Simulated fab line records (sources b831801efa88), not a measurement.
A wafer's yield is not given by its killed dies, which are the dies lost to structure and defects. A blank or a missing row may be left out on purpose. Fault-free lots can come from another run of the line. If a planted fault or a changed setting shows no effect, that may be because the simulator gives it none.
A struck lot beside a sound one || flow sky130 || 20 steps out of a route of 708
Sound: these wafers, L841.1, L841.4, L841.6. Struck: wafers L849.2, L849.6 (left out: L849.4, a lot-mate that was not struck); the cause follows at the end.
For every step that has rows: the tool of each side, followed by ch and its chambers, followed by its first start. Under that, the readings that differ: sound wafers || struck wafers || difference of the means || sigmas: that difference in standard deviations of wafers without a fault.
alike: readings whose means differ by less than 2 such deviations, and words and numbers that are the same on both sides. not compared: withheld readings, readings that some wafer has no value for, bounds like >300 that may hide the same value, and numbers for which the record gives no deviation and whose values overlap.
The two part at a step that has a row with sigmas, a row that says differs or no value, or rows on one side only. Non-overlapping numbers with no deviation appear without sigmas and do not part them. A reading missing from all wafers of one side parts the sides only when that side holds two or more wafers.

first, 3 steps without rows for these wafers: SKY_PASSIVATION_EXPOSE_08 (exposes mask NSM, target cd 3000 nm); SKY_PASSIVATION_PEB_09; SKY_PASSIVATION_DEVELOP_10 (develop time 60 s).
SKY_PASSIVATION_ETCH_11: etches the open film in CF4/O2, stops on AlCu, target depth 725 nm, time 161.1 s.
  sound on rieDiel-02 ch 1,2, day 46 16:24; struck on rieDiel-01 ch 0,2, day 48 06:29
{"reading": "cf4FlowSccm (sccm)", "sound": "79.71 80.05 79.67", "struck": "80.40 80.11", "difference": "+0.44", "sigmas": "+2"}
  alike: drypumpMotorCurrentA, oesProductAu, throttleValvePct
  not compared: rfHoursCounterH
SKY_PASSIVATION_STRIP_12: strips in O2/N2.
  sound on plasmaAsher-02 ch 0,1, day 46 16:31; struck on plasmaAsher-01 ch 1, day 48 06:35
  alike: drypumpMotorCurrentA, oesProductAu, stripTimeToEndpointS
  not compared: rfHoursCounterH
then, 7 steps without rows for these wafers: SKY_PAD_OPEN_DEHYDRATE_00 (time 60 s); SKY_PAD_OPEN_HMDS_01 (prime time 60 s); SKY_PAD_OPEN_COAT_02 (resist thk 3000 nm); SKY_PAD_OPEN_SOFTBAKE_03; SKY_PAD_OPEN_EXPOSE_04 (exposes mask PDM, target cd 60000 nm); SKY_PAD_OPEN_PEB_05; SKY_PAD_OPEN_DEVELOP_06 (develop time 60 s).
SKY_PAD_OPEN_ETCH_07: etches the open film in CF4/O2, stops on AlCu, target depth 725 nm, time 169 s.
  sound on rieDiel-02 ch 0,2, day 47 12:45; struck on rieDiel-04 ch 1, day 49 01:47
  alike: cf4FlowSccm, drypumpMotorCurrentA, oesProductAu, throttleValvePct
  not compared: rfHoursCounterH
SKY_PAD_OPEN_STRIP_08: strips in O2/N2.
  sound on plasmaAsher-03 ch 0,1, day 47 12:51; struck on plasmaAsher-04 ch 1, day 49 01:53
  alike: drypumpMotorCurrentA, oesProductAu
  not compared: rfHoursCounterH
then, 4 steps without rows for these wafers: SKY_PAD_OPEN_STRIP_09 (strips in post etch residue remover, time 1200 s); SKY_PAD_OPEN_CLEAN_10 (cleans in IPA, time 180 s); SKY_PAD_OPEN_CLEAN_11 (cleans in O3/DIW); SKY_PAD_OPEN_ANNEAL_12.
SKY_PAD_OPEN_BOW_MEAS_13:
  sound on filmMetro-02 at day 47 15:08; struck on filmMetro-04 at day 49 04:04
  alike: PAD_OPEN_BOW
SKY_PAD_OPEN_PROBE_99:
  sound on prober-01 at day 47 15:15; struck on prober-02 at day 49 04:13
{"reading": "defectLimitedYield (%)", "sound": "82.3 83.3 84.1", "struck": "77.4 78.0", "difference": -5.5, "sigmas": -3}
{"reading": "killedAtOther", "sound": "0 0 1", "struck": "26 31", "difference": "+28", "sigmas": "+39"}
{"reading": "killedDies", "sound": "87 82 78", "struck": "111 108", "difference": "+27", "sigmas": "+3"}
{"reading": "sort_bin_3_pad_short (%)", "sound": "0.8 0.4 1.0", "struck": "1.6 2.4", "difference": "+1.3", "sigmas": "+3"}
{"reading": "sort_bin_5_function (%)", "sound": "10.4 9.3 8.5", "struck": "14.2 13.8", "difference": "+4.6", "sigmas": "+4"}
{"reading": "sortNPass", "sound": "405 410 414", "struck": "381 384", "difference": -27, "sigmas": -3}
{"reading": "sortYieldPct (%)", "sound": "82.3 83.3 84.1", "struck": "77.4 78.0", "difference": -5.5, "sigmas": -3}
{"reading": "model.etest.tester.sortNPass", "sound": "405 410 414", "struck": "381 384", "difference": -27, "sigmas": ""}
{"reading": "model.etest.tester.sortYieldPct (%)", "sound": "82.32 83.33 84.15", "struck": "77.44 78.05", "difference": -5.52, "sigmas": ""}
{"reading": "model.etest.tester.sort_bin_5_pct (%)", "sound": "10.37 9.35 8.537", "struck": "14.23 13.82", "difference": "+4.61", "sigmas": ""}
{"reading": "model.etest.tester.sort_bin_3_pct (%)", "sound": "0.813 0.4065 1.016", "struck": "1.626 2.439", "difference": "+1.287", "sigmas": ""}
  alike: killed_at_M0_to_M3, killed_at_M4_up, killedAtContacts, killedAtFrontEnd, killedOpen, killedShort, sort_bin_6_memory

== WHERE THEY PART ==
First at SKY_PASSIVATION_ETCH_11; last, within this record, at SKY_PAD_OPEN_PROBE_99.

WHY: whatever the simulator had introduced
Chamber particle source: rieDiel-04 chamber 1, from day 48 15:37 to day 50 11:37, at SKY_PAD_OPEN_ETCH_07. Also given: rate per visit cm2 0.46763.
